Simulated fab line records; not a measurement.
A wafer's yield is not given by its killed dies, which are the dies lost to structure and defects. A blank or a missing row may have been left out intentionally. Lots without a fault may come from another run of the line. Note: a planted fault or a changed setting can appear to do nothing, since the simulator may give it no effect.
Which tool was responsible? + flow sky130 + 24 lots, 72 wafers sampled, at 5 steps of a route of 708

WHAT EACH GAUGE READ, for each wafer
SKY_VT_ADJUST_LVTN_OVL_MEAS_18. Usual: VT_ADJUST_LVTN_01_OVL typically reads 0.5 nm, with standard deviation 1.2.
| lot  | measured     | on         | VT_ADJUST_LVTN_01_OVL (nm) | flag |
|------|--------------|------------|----------------------------|------|
| L074 | day 7 17:58  | overlay-01 | -1.3 -0.7 -1.5             |      |
| L075 | day 8 01:14  | overlay-01 | 0.1 -0.4 0.5               |      |
| L076 | day 8 09:57  | overlay-02 | 2.5 2.1 0.8                |      |
| L077 | day 8 16:05  | overlay-02 | 2.3 2.5 2.6                |      |
| L078 | day 8 22:17  | overlay-02 | 0.5 0.9 0.7                |      |
| L079 | day 9 01:08  | overlay-02 | 1.7 0.1 -1.4               |      |
| L080 | day 9 12:11  | overlay-02 | 1.9 1.6 0.7                |      |
| L081 | day 9 19:05  | overlay-01 | 1.0 -0.2 2.1               |      |
| L082 | day 9 22:04  | overlay-02 | -0.6 0.1 -1.0              |      |
| L083 | day 10 03:26 | overlay-02 | 1.8 1.8 0.6                |      |
| L084 | day 10 11:41 | overlay-02 | 0.6 0.8 -0.9               |      |
| L085 | day 10 20:56 | overlay-02 | 0.5 -0.6 3.3               |      |
| L086 | day 11 00:10 | overlay-01 | -0.4 0.3 0.0               |      |
| L087 | day 11 08:08 | overlay-02 | 0.9 -0.6 1.8               |      |
| L088 | day 11 18:17 | overlay-02 | 0.2 -0.5 2.3               |      |
| L089 | day 12 04:05 | overlay-01 | 1.3 0.9 2.5                |      |
| L090 | day 12 11:42 | overlay-01 | 1.1 -0.6 0.0               |      |
| L091 | day 12 11:47 | overlay-02 | -1.4 0.9 1.6               |      |
| L092 | day 12 15:25 | overlay-02 | -0.3 -1.2 -0.7             |      |
| L093 | day 13 02:14 | overlay-01 | -1.5 -1.3 -1.1             |      |
| L094 | day 13 12:23 | overlay-01 | 0.3 1.4 -1.2               |      |
| L095 | day 13 19:55 | overlay-02 | -0.2 2.0 0.6               |      |
| L096 | day 14 04:16 | overlay-01 | -0.8 -1.5 -0.6             |      |
| L097 | day 14 12:11 | overlay-01 | 1.8 1.1 1.2                |      |

SKY_GATE_OXIDE_THK_MEAS_02. Usual: GATE_OXIDE_OXIDATION_00_THK typically reads 10.28 nm, with standard deviation 0.16.
| lot  | measured     | on            | GATE_OXIDE_OXIDATION_00_THK (nm) | flag |
|------|--------------|---------------|----------------------------------|------|
| L074 | day 12 18:45 | film metro-01 | 10.52 10.34 10.54                |      |
| L075 | day 13 05:02 | film metro-01 | 10.31 10.34 10.17                |      |
| L076 | day 13 13:02 | film metro-03 | 10.19 10.26 10.43                |      |
| L077 | day 13 22:43 | film metro-01 | 10.17 10.22 10.17                |      |
| L078 | day 14 06:03 | film metro-02 | 10.44 10.41 10.33                |      |
| L079 | day 14 10:59 | film metro-02 | 10.48 10.46 10.49                |      |
| L080 | day 15 00:17 | film metro-03 | 10.16 10.08 10.18                |      |
| L081 | day 15 08:31 | film metro-02 | 10.45 10.28 10.46                |      |
| L082 | day 15 13:58 | film metro-01 | 9.90 10.24 10.06                 |      |
| L083 | day 15 14:36 | film metro-02 | 10.29 10.09 10.47                |      |
| L084 | day 16 03:30 | film metro-03 | 10.32 10.33 10.42                |      |
| L085 | day 16 12:54 | film metro-01 | 10.50 10.43 10.50                |      |
| L086 | day 16 16:32 | film metro-02 | 10.03 10.04 10.01                |      |
| L087 | day 17 00:56 | film metro-03 | 10.38 10.38 10.41                |      |
| L088 | day 17 13:37 | film metro-03 | 10.23 10.24 10.30                |      |
| L089 | day 18 00:38 | film metro-01 | 10.35 10.28 10.50                |      |
| L090 | day 18 12:17 | film metro-02 | 10.12 10.01 10.12                |      |
| L091 | day 18 12:16 | film metro-03 | 10.27 10.40 10.38                |      |
| L092 | day 18 16:34 | film metro-03 | 10.12 10.24 10.19                |      |
| L093 | day 19 06:28 | film metro-02 | 10.38 10.39 10.42                |      |
| L094 | day 19 18:05 | film metro-01 | 10.09 10.06 10.05                |      |
| L095 | day 20 05:13 | film metro-02 | 10.54 10.26 10.38                |      |
| L096 | day 20 12:29 | film metro-02 | 10.28 10.22 10.48                |      |
| L097 | day 20 23:28 | film metro-02 | 10.27 10.28 10.14                |      |

SKY_POLY_GATE_THK_MEAS_04. Usual: POLY_GATE_CVD_03_THK typically reads 75.0 nm, with standard deviation 0.66.
| lot  | measured     | on            | POLY_GATE_CVD_03_THK (nm) | flag |
|------|--------------|---------------|---------------------------|------|
| L074 | day 15 04:24 | film metro-04 | 74.2 74.5 73.9            |      |
| L075 | day 15 16:28 | film metro-02 | 74.8 74.7 74.5            |      |
| L076 | day 15 22:24 | film metro-04 | 75.7 75.5 75.3            |      |
| L077 | day 16 11:05 | film metro-01 | 74.5 75.0 74.7            |      |
| L078 | day 16 17:36 | film metro-04 | 73.9 74.3 73.9            |      |
| L079 | day 17 02:41 | film metro-04 | 75.2 75.0 74.5            |      |
| L080 | day 17 13:32 | film metro-01 | 73.8 73.2 74.3            |      |
| L081 | day 17 21:55 | film metro-02 | 75.4 75.8 75.3            |      |
| L082 | day 18 03:38 | film metro-02 | 74.7 73.8 74.0            |      |
| L083 | day 18 06:51 | film metro-01 | 75.2 74.9 75.5            |      |
| L084 | day 18 19:22 | film metro-04 | 76.3 75.6 75.6            |      |
| L085 | day 19 10:13 | film metro-02 | 74.9 75.2 75.9            |      |
| L086 | day 19 11:34 | film metro-02 | 75.8 75.6 76.3            |      |
| L087 | day 19 18:57 | film metro-04 | 75.8 75.6 75.6            |      |
| L088 | day 20 11:57 | film metro-02 | 76.6 76.3 76.0            |      |
| L089 | day 20 18:47 | film metro-02 | 74.7 74.4 75.3            |      |
| L090 | day 21 06:40 | film metro-04 | 74.8 74.4 74.2            |      |
| L091 | day 21 08:01 | film metro-04 | 74.6 75.0 75.0            |      |
| L092 | day 21 12:59 | film metro-01 | 74.4 74.0 74.5            |      |
| L093 | day 22 01:09 | film metro-04 | 74.8 74.5 74.6            |      |
| L094 | day 22 12:09 | film metro-04 | 74.6 74.5 74.8            |      |
| L095 | day 22 23:38 | film metro-04 | 75.4 76.2 75.8            |      |
| L096 | day 23 06:17 | film metro-01 | 75.2 74.6 75.5            |      |
| L097 | day 23 19:00 | film metro-01 | 74.9 74.9 75.0            |      |

SKY_LDD_HVP_TW_MEAS_10. Usual: LDD_HVP_TW typically reads 457, with standard deviation 7.1.
| lot  | measured     | on            | LDD_HVP_TW  | flag |
|------|--------------|---------------|-------------|------|
| L074 | day 21 12:58 | film metro-03 | 457 456 454 |      |
| L075 | day 22 02:49 | film metro-04 | 463 466 462 |      |
| L076 | day 22 09:01 | film metro-03 | 454 451 456 |      |
| L077 | day 22 22:55 | film metro-03 | 454 456 458 |      |
| L078 | day 23 05:49 | film metro-02 | 448 447 448 |      |
| L079 | day 23 14:47 | film metro-04 | 469 468 471 |      |
| L080 | day 24 00:55 | film metro-04 | 469 466 467 |      |
| L081 | day 24 09:39 | film metro-03 | 456 453 455 |      |
| L082 | day 24 14:01 | film metro-02 | 446 450 449 |      |
| L083 | day 24 20:04 | film metro-03 | 453 455 453 |      |
| L084 | day 25 07:52 | film metro-02 | 451 450 448 |      |
| L085 | day 25 21:39 | film metro-02 | 447 450 448 |      |
| L086 | day 25 21:41 | film metro-04 | 463 465 463 |      |
| L087 | day 26 05:43 | film metro-04 | 467 464 465 |      |
| L088 | day 26 21:25 | film metro-03 | 457 456 455 |      |
| L089 | day 27 03:29 | film metro-02 | 447 447 449 |      |
| L090 | day 27 14:53 | film metro-04 | 462 464 468 |      |
| L091 | day 27 16:22 | film metro-03 | 458 456 456 |      |
| L092 | day 27 18:36 | film metro-04 | 464 464 465 |      |
| L093 | day 28 07:25 | film metro-02 | 451 449 450 |      |
| L094 | day 28 18:46 | film metro-04 | 467 464 466 |      |
| L095 | day 29 06:05 | film metro-03 | 455 456 455 |      |
| L096 | day 29 10:16 | film metro-03 | 457 456 455 |      |
| L097 | day 30 00:25 | film metro-02 | 450 447 450 |      |

EACH LOT AND THE TOOL THAT RAN IT (in order: tool; ch and the chambers of the sampled wafers; start)
| lot  | SKY_VT_ADJUST_PCH_STRIP_09           |
|------|--------------------------------------|
| L074 | plasma asher-04 ch 0,1, day 10 11:28 |
| L075 | plasma asher-04 ch 0,1, day 10 19:34 |
| L076 | plasma asher-02 ch 0,1, day 11 03:30 |
| L077 | plasma asher-03 ch 1, day 11 11:03   |
| L078 | plasma asher-03 ch 0,1, day 11 19:49 |
| L079 | plasma asher-04 ch 1, day 11 22:07   |
| L080 | plasma asher-03 ch 0,1, day 12 10:40 |
| L081 | plasma asher-03 ch 0,1, day 12 16:59 |
| L082 | plasma asher-03 ch 0,1, day 12 20:43 |
| L083 | plasma asher-02 ch 0,1, day 13 00:43 |
| L084 | plasma asher-04 ch 0, day 13 12:12   |
| L085 | plasma asher-02 ch 0,1, day 13 22:45 |
| L086 | plasma asher-03 ch 0,1, day 14 02:01 |
| L087 | plasma asher-02 ch 0, day 14 10:24   |
| L088 | plasma asher-04 ch 0,1, day 14 22:16 |
| L089 | plasma asher-04 ch 0,1, day 15 09:04 |
| L090 | plasma asher-02 ch 0,1, day 15 16:57 |
| L091 | plasma asher-03 ch 0,1, day 15 17:31 |
| L092 | plasma asher-02 ch 1, day 15 21:37   |
| L093 | plasma asher-04 ch 0,1, day 16 10:27 |
| L094 | plasma asher-02 ch 0,1, day 16 21:25 |
| L095 | plasma asher-03 ch 0,1, day 17 06:55 |
| L096 | plasma asher-04 ch 0,1, day 17 15:54 |
| L097 | plasma asher-03 ch 0,1, day 18 01:12 |
- SKY_VT_ADJUST_PCH_STRIP_09: strips in O2/N2.

WHAT THE TOOLS THEMSELVES READ (means of the sampled wafers that have a number; where no wafer has one, the mark that the record gives instead)
SKY_VT_ADJUST_PCH_STRIP_09. Usual: drypump motor current A 5.9 A, standard deviation 0.46; oes product au 0.722 a.u., standard deviation 0.0051; strip time to endpoint s 36.93 s, standard deviation 0.12.
| lot  | tool            | drypump motor current A (A) | oes product au (a.u.) | strip time to endpoint s (s) | flag |
|------|-----------------|-----------------------------|-----------------------|------------------------------|------|
| L074 | plasma asher-04 | 5.8                         | 0.724                 | 36.76                        |      |
| L075 | plasma asher-04 | 5.7                         | 0.722                 | 36.84                        |      |
| L076 | plasma asher-02 | 5.6                         | 0.726                 | 36.73                        |      |
| L077 | plasma asher-03 | 5.8                         | 0.723                 | 36.99                        |      |
| L078 | plasma asher-03 | 5.9                         | 0.718                 | 37.09                        |      |
| L079 | plasma asher-04 | 5.9                         | 0.721                 | 36.84                        |      |
| L080 | plasma asher-03 | 6.1                         | 0.719                 | 36.80                        |      |
| L081 | plasma asher-03 | 5.9                         | 0.717                 | 36.96                        |      |
| L082 | plasma asher-03 | 5.9                         | 0.719                 | 36.88                        |      |
| L083 | plasma asher-02 | 5.6                         | 0.720                 | 36.95                        |      |
| L084 | plasma asher-04 | 5.5                         | 0.724                 | 36.83                        |      |
| L085 | plasma asher-02 | 6.1                         | 0.725                 | 37.03                        |      |
| L086 | plasma asher-03 | 6.1                         | 0.720                 | 36.79                        |      |
| L087 | plasma asher-02 | 6.6                         | 0.724                 | 37.06                        |      |
| L088 | plasma asher-04 | 5.7                         | 0.723                 | 36.98                        |      |
| L089 | plasma asher-04 | 5.7                         | 0.728                 | 36.91                        |      |
| L090 | plasma asher-02 | 6.1                         | 0.721                 | 36.99                        |      |
| L091 | plasma asher-03 | 5.9                         | 0.722                 | 37.11                        |      |
| L092 | plasma asher-02 | 5.1                         | 0.718                 | 36.90                        |      |
| L093 | plasma asher-04 | 5.6                         | 0.725                 | 36.94                        |      |
| L094 | plasma asher-02 | 5.6                         | 0.723                 | 36.90                        |      |
| L095 | plasma asher-03 | 6.1                         | 0.725                 | 36.94                        |      |
| L096 | plasma asher-04 | 5.8                         | 0.716                 | 37.07                        |      |
| L097 | plasma asher-03 | 5.9                         | 0.719                 | 37.11                        |      |

THE ANSWER, worked out from the rows above alone
Rule: take the mean of a lot's wafers that have a number; if it is more than 3 standard deviations from the usual mean, the lot is off. A lot without any number at a reading at which 4 lots or more have one is off too. Where the step has rows for the other lots, those lots are counted as sound. First the gauges in route order, then the tools' own readings, where a lot's mean is used as printed above. At the first step where some lot is off, the reading lying furthest off is the one used; lots without a number count as furthest.
No lot is off at any reading shown: from this, nothing can be told.

WHAT THE SIMULATOR HAD INSERTED
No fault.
